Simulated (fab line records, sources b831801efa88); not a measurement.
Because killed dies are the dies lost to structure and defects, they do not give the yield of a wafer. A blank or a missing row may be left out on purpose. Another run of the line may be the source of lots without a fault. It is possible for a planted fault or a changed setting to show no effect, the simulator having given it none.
Lot-split experiment ; flow sfq line ; on a route of 325 steps: 5 lots, 23 wafers read

== ON THE SPLIT ==
At SFQ_TRILAYER_I1_CMP_CMP_046 (polishes SiO2), the setting leave above ref nm was moved away from the recipe's 200 nm on 11 of the 23 wafers read, by -6.2% to +7.0%. This setting was run at the recipe's value on the other wafers.

Split to reading: the file shows no intervening step.

== THE READING ==
thk nm, in nm, at SFQ_TRILAYER_I1_METRO_MEASURE_047. Fault-free wafers of this fab line usually give 199.7 nm, standard deviation 0.93 nm.

wafer;tool, chamber at the split;leave above ref nm as run, nm;against the recipe;thk nm, nm;against lot-mates on the recipe
L074.4;cmp-01, 3;200;recipe;199.1;-
L074.5;cmp-01, 3;200;recipe;199.4;-
L074.6;cmp-01, 0;200;recipe;200.0;-
L076.1;cmp-02, 0;189.5;-5.2%;188.9;-10.8
L076.2;cmp-02, 2;189.5;-5.2%;189.6;-10.1
L076.3;cmp-02, 3;189.5;-5.2%;187.5;-12.2
L076.4;cmp-02, 1;200;recipe;198.9;-
L076.6;cmp-02, 2;200;recipe;200.4;-
L080.1;cmp-01, 2;213.9;+7.0%;212.6;+13.2
L080.2;cmp-01, 1;200;recipe;199.3;-
L080.4;cmp-01, 3;200;recipe;200.6;-
L080.5;cmp-01, 2;200;recipe;198.4;-
L080.6;cmp-01, 1;213.9;+7.0%;213.2;+13.8
L084.2;cmp-01, 0;187.6;-6.2%;189.1;-11.7
L084.3;cmp-01, 3;200;recipe;199.9;-
L084.4;cmp-01, 2;200;recipe;201.7;-
L084.5;cmp-01, 2;187.6;-6.2%;187.4;-13.4
L084.6;cmp-01, 3;187.6;-6.2%;189.1;-11.7
L085.1;cmp-01, 0;188.2;-5.9%;188.3;-10.9
L085.2;cmp-01, 2;200;recipe;199.0;-
L085.3;cmp-01, 3;188.2;-5.9%;187.4;-11.8
L085.5;cmp-01, 3;188.2;-5.9%;188.7;-10.5
L085.6;cmp-01, 2;200;recipe;199.4;-

THE FIT
A straight line over all 23 wafers: thk nm changes by +1.92 nm for each +1% of leave above ref nm; r = +0.99; the points scatter about the line by 0.94 nm.
The same after taking each lot's own level away (the mean of its wafers on the recipe; 23 wafers): +1.96 nm for each +1%; r = +0.99; scatter 0.79 nm.
According to that fit, moving leave above ref nm by its largest amount changes the reading by 14 nm.
Measured against the standard deviation above, the lots' own levels, which go from 199.20 to 200.80 nm, span 1.7 times it.
The two slopes are in agreement: the lot-to-lot level therefore moves the slope only a little.
Check: with one of the wafers moved furthest among these (+7.0%) left out of the fit, the line predicts +13.7 nm for it against its lot-mates. Against them it came out at +13.2 nm.

== ADDITIONAL SPLITS CARRIED BY THESE WAFERS ==
Other splits were also applied to these wafers ahead of the reading. Each is held against what the fit with the lots' levels taken away leaves over:
other split on the same wafers;wafers away from the commonest value;r with thk nm (lot level and that fit taken away)
SFQ_TRILAYER_L0_DEP_SPUTTER_003 time s;11;+0.16
SFQ_TRILAYER_L0_BARC_OPEN_METAL_ETCH_010 icp w;8;-0.22
SFQ_TRILAYER_L0_VIA_LITHO_COAT_018 spin rpm;7;-0.27
SFQ_TRILAYER_M0_LITHO_COAT_021 resist thk nm;8;+0.10
SFQ_TRILAYER_M0_BARC_OPEN_METAL_ETCH_031 bias w;5;+0.39
SFQ_TRILAYER_I0_VIA_LITHO_PEB_034 peb temp c;9;+0.27
SFQ_TRILAYER_M1_DEP_SPUTTER_037 time s;8;-0.36
SFQ_TRILAYER_M1_ETCH_METAL_ETCH_042 icp w;9;+0.10

== THE WHOLE CHAIN: every reading that the file lists as answering this split, in the file's order ==
step;what it does;reading;change (the file's fit);r (the file's)
SFQ_TRILAYER_I1_CMP_CMP_046;polishes SiO2;SiO2_of_TRILAYER_I1_DEP_PECVD_045.thk nm (the simulator's own value, which no gauge read);+1.95 nm for each +1% of the setting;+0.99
SFQ_TRILAYER_I1_METRO_MEASURE_047;;thk nm;+1.96 nm for each +1% of the setting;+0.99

== THE FILE'S OWN FIT ==
thk nm changes by +1.96 nm for each +1% of leave above ref nm, r = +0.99.
